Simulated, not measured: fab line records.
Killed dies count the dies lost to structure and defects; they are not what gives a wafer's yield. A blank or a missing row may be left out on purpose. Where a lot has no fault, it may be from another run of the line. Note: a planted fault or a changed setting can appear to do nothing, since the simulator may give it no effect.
One fault seen from 2 desks -- flow sky130 -- every desk sees just its own numbers, and what lay behind them comes last

== TOOL OWNER'S DESK, rie_diel-03 ==
The tool's own readings at SKY_FIELD_ISO_ETCH_15 (etches the open film in CHF3/O2, stops on Si, target depth 180 nm, time 72 s): means of the sampled wafers that have a number, for each lot that ran on this tool. Any lot whose mean is over 4 standard deviations away from the usual mean is out of limits and marked OUT; that distance is given in the brackets.
Columns: A = O2_flow_sccm at SKY_FIELD_ISO_ETCH_15, usual 5.000 sccm; B = chf3_flow_sccm at SKY_FIELD_ISO_ETCH_15, usual 49.98 sccm; C = drypump_motor_current_A at SKY_FIELD_ISO_ETCH_15, usual 5.7 A; D = oes_product_au at SKY_FIELD_ISO_ETCH_15, usual 0.945 a.u.; E = throttle_valve_pct at SKY_FIELD_ISO_ETCH_15, usual 8.844 %
lot,first seen here,A,B,C,D,E
L773,day 2 18:37,5.001,49.97,6.0,0.949,8.853
L776,day 3 11:41,5.009,49.90,6.0,0.940,8.843
L779,day 3 23:44,5.003,49.99,5.9,0.943,8.855
L783,day 4 19:59,4.989,49.92,5.8,0.948,8.851
L785,day 5 04:38,4.990,50.09,6.0,0.958,8.841
This desk's verdict: no lot among the 5 shows anything out of limits.

== FROM THE METROLOGY DESK ==
Lot by lot, what the gauges showed, no matter which tool ran the lot: averages of those sampled wafers that carry a number. Any lot whose mean is over 4 standard deviations away from the usual mean is out of limits and marked OUT; that distance is given in the brackets.
Columns: A = LOCAL_INTERCONNECT_TIN_THK at SKY_LOCAL_INTERCONNECT_THK_MEAS_02, usual 101.9 nm; B = CONTACT_CVD_00_THK at SKY_CONTACT_THK_MEAS_01, usual 75.0 nm
lot,first seen here,A,B
L771,day 28 22:21,102.2,75.7
L772,day 29 13:04,100.4,74.2
L773,day 30 18:07,101.4,75.2
L776,day 31 08:13,102.9,74.6
L777,day 31 20:57,102.9,75.6
L778,day 31 23:30,102.7,75.5
L779,day 32 05:36,102.7,74.6
L783,day 33 03:13,102.2,74.8
L785,day 33 12:13,101.3,75.7
L789,day 34 14:31,100.4,74.9
L791,day 35 21:08,101.5,75.3
L792,day 35 22:08,103.7,75.3
This desk's verdict: no lot among the 12 shows anything out of limits.

== BROUGHT TOGETHER ==
Nothing out of limits was seen by the tool owner's desk.
Metrology desk: nothing out of limits seen.

== WHAT THE SIMULATOR HAD PUT IN ==
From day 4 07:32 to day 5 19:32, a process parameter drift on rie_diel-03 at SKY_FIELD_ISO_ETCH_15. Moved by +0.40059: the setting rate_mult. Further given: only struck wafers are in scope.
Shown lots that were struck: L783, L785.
